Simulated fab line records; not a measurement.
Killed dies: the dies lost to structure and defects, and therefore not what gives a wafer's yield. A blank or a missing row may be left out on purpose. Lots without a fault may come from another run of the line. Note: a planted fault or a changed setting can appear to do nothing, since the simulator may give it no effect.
Shared-tool check ; flow sky130 ; 13 lots, 39 wafers sampled

WHY IT WAS OPENED
Of 13 lots, 2 have the reading LDD_HVP_TW flagged at SKY_LDD_HVP_TW_MEAS_10. Fault-free wafers read 458.4, with a standard deviation of 2.
Rule: flag the lot when none of its wafers has a number, or when each of its wafers that has one lies beyond 4 standard deviations from that mean. The rest of the lots are taken to be sound.

lot;measured;on;LDD_HVP_TW, wafer by wafer;flag
L611;day 22 07:42;film_metro-04;455.9 456.0 457.0;
L612;day 22 17:26;film_metro-01;457.3 456.9 456.6;
L613;day 23 05:11;film_metro-04;457.3 457.4 455.8;
L614;day 23 19:37;film_metro-03;458.9 458.0 454.2;
L619;day 25 09:50;film_metro-04;363.6 362.4 365.6;FLAGGED
L621;day 26 04:07;film_metro-03;362.9 365.4 364.7;FLAGGED
L625;day 27 09:25;film_metro-03;458.5 459.4 460.0;
L627;day 28 01:28;film_metro-03;453.8 458.0 455.9;
L628;day 28 11:59;film_metro-03;457.2 456.8 458.4;
L629;day 28 16:59;film_metro-04;459.7 458.9 460.5;
L630;day 29 04:26;film_metro-04;456.5 458.1 457.2;
L631;day 29 11:23;film_metro-01;461.3 459.4 460.4;
L632;day 29 20:02;film_metro-01;461.5 460.5 460.9;
Average over the flagged lots: 364.1; offset from the usual -94.3, equal to -47 standard deviations.

EACH LOT AND THE TOOL IT RAN ON
The record keeps 1 process step preceding the reading, out of 708 steps on the route. In each cell: the tool, then ch and the chambers that the sampled wafers went through, then the start.
lot;flag;SKY_LDD_HVP_IMPLANT_08
L611;;implanter-02 ch 0, day 22 07:28
L612;;implanter-02 ch 0, day 22 17:11
L613;;implanter-03 ch 0, day 23 04:57
L614;;implanter-03 ch 0, day 23 19:22
L619;FLAGGED;implanter-03 ch 0, day 25 09:35
L621;FLAGGED;implanter-03 ch 0, day 26 03:52
L625;;implanter-01 ch 0, day 27 09:10
L627;;implanter-02 ch 0, day 28 01:13
L628;;implanter-03 ch 0, day 28 11:44
L629;;implanter-02 ch 0, day 28 16:44
L630;;implanter-02 ch 0, day 29 04:11
L631;;implanter-03 ch 0, day 29 11:08
L632;;implanter-01 ch 0, day 29 19:48
What the steps here do:
- SKY_LDD_HVP_IMPLANT_08
- SKY_LDD_HVP_TW_MEAS_10

FLAGGED AGAINST TOTAL, ONE TOOL AT A TIME (gauges that did the reading follow at the end)
step;tool;lots run;flagged;share of the flagged lots;sound lots run after its first flagged lot
SKY_LDD_HVP_IMPLANT_08;implanter-01;2;0;none;-
SKY_LDD_HVP_IMPLANT_08;implanter-02;5;0;none;-
SKY_LDD_HVP_IMPLANT_08;implanter-03;6;2;all;2 (L628,L631)
SKY_LDD_HVP_TW_MEAS_10;film_metro-01;3;0;none;-
SKY_LDD_HVP_TW_MEAS_10;film_metro-03;5;1;some;3 (L625,L627,L628)
SKY_LDD_HVP_TW_MEAS_10;film_metro-04;5;1;some;2 (L629,L630)

WHAT IS ALLOWED BY THE TABLE
In the table, 1 row covers all flagged lots: implanter-03 at SKY_LDD_HVP_IMPLANT_08.
- implanter-03 at SKY_LDD_HVP_IMPLANT_08: 2 of its 6 lots flagged. Lots that were sound ran on it after the first flagged one (L628, L631); a persistent fault on the entire tool would not allow that. Its own readings (dose_ions_cm2, faraday_current_uA) fall more than 4 standard deviations out on all wafers of the flagged lots.
None of the table's rows ran every flagged lot and, after the first, no sound lot.

WHAT THE SIMULATOR HAD PUT IN
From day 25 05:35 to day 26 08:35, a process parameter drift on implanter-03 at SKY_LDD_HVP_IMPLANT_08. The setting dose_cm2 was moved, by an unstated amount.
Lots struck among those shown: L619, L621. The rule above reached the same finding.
